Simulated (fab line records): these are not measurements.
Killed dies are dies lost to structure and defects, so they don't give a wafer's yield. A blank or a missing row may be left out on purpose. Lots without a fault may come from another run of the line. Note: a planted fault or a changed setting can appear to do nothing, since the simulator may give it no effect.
What tool caused it? :: flow gf180mcu :: Sampling: 13 lots, 39 wafers, 2 of 602 route steps

WHAT THE GAUGES READ, wafer by wafer
GF_STI_THK_MEAS_24.
lot: L766
measured: day 2 13:20
on: film_metro-01
STI_CVD_23_THK (nm): 652 650 642

lot: L767
measured: day 2 18:56
on: film_metro-02
STI_CVD_23_THK (nm): 638 640 652

lot: L768
measured: day 3 00:18
on: film_metro-03
STI_CVD_23_THK (nm): 643 642 653

lot: L769
measured: day 3 05:20
on: film_metro-02
STI_CVD_23_THK (nm): 647 652 646

lot: L771
measured: day 3 16:42
on: film_metro-02
STI_CVD_23_THK (nm): 656 645 650

lot: L772
measured: day 3 21:00
on: film_metro-02
STI_CVD_23_THK (nm): 649 646 643

lot: L773
measured: day 4 02:20
on: film_metro-01
STI_CVD_23_THK (nm): 656 650 647

lot: L774
measured: day 4 08:02
on: film_metro-01
STI_CVD_23_THK (nm): 662 659 652

lot: L775
measured: day 4 13:28
on: film_metro-03
STI_CVD_23_THK (nm): 651 651 645

lot: L776
measured: day 4 17:13
on: film_metro-03
STI_CVD_23_THK (nm): 659 658 649

lot: L779
measured: day 5 09:20
on: film_metro-03
STI_CVD_23_THK (nm): 646 659 642

lot: L780
measured: day 5 14:35
on: film_metro-02
STI_CVD_23_THK (nm): 638 645 649

lot: L784
measured: day 6 11:11
on: film_metro-03
STI_CVD_23_THK (nm): 645 638 646

GF_DNWELL_TW_MEAS_09.
lot: L766
measured: day 3 04:28
on: film_metro-04
DNWELL_TW: 1361 1370 1364

lot: L767
measured: day 3 10:37
on: film_metro-02
DNWELL_TW: 1365 1368 1372

lot: L768
measured: day 3 15:43
on: film_metro-04
DNWELL_TW: 1360 1353 1362

lot: L769
measured: day 3 20:42
on: film_metro-04
DNWELL_TW: 1351 1355 1360

lot: L771
measured: day 4 08:34
on: film_metro-02
DNWELL_TW: 1367 1366 1364

lot: L772
measured: day 4 14:13
on: film_metro-03
DNWELL_TW: 1365 1370 1356

lot: L773
measured: day 4 18:14
on: film_metro-03
DNWELL_TW: 1363 1368 1372

lot: L774
measured: day 5 00:36
on: film_metro-04
DNWELL_TW: 1364 1360 1359

lot: L775
measured: day 5 05:52
on: film_metro-04
DNWELL_TW: 1365 1370 1371

lot: L776
measured: day 5 10:11
on: film_metro-02
DNWELL_TW: 1354 1360 1352

lot: L779
measured: day 6 02:28
on: film_metro-02
DNWELL_TW: 1359 1353 1357

lot: L780
measured: day 6 08:22
on: film_metro-04
DNWELL_TW: 1356 1357 1357

lot: L784
measured: day 7 05:21
on: film_metro-04
DNWELL_TW: 1361 1366 1370

WHICH TOOL RAN EACH LOT (tool, then ch and the chambers of the sampled wafers, then the start)
No process step before these readings appears in the record.

AS READ BY THE TOOLS THEMSELVES (means over the sampled wafers that have a number; for cases with no such wafer, the mark the record gives instead)
The record holds no such reading with a usual standard deviation.

THE ANSWER, worked out from the rows above alone
Rule: the lots themselves supply what counts as usual. Put in order of their means at a reading, lots are off if they are a third of the lots or fewer, leave a main group of 4 or more, and stand apart from it by a gap of 3 or more times the standard deviation of the main group's means; of several such gaps the widest counts. If all means in a main group match to the digits the tables above print for the reading, that group is not used. A lot without any number at a reading at which 4 lots or more have one is off too. The other lots that the step has rows for count as sound. After the gauges, taken in route order, come the tools' own readings; for these a lot's mean is taken, as printed above. The first step at which some lot is off is used, and at that step the reading that is off furthest; a lot without a number counts as furthest.
Nothing can be told from this: no lot is off at any reading shown.

WHAT THE SIMULATOR PUT IN
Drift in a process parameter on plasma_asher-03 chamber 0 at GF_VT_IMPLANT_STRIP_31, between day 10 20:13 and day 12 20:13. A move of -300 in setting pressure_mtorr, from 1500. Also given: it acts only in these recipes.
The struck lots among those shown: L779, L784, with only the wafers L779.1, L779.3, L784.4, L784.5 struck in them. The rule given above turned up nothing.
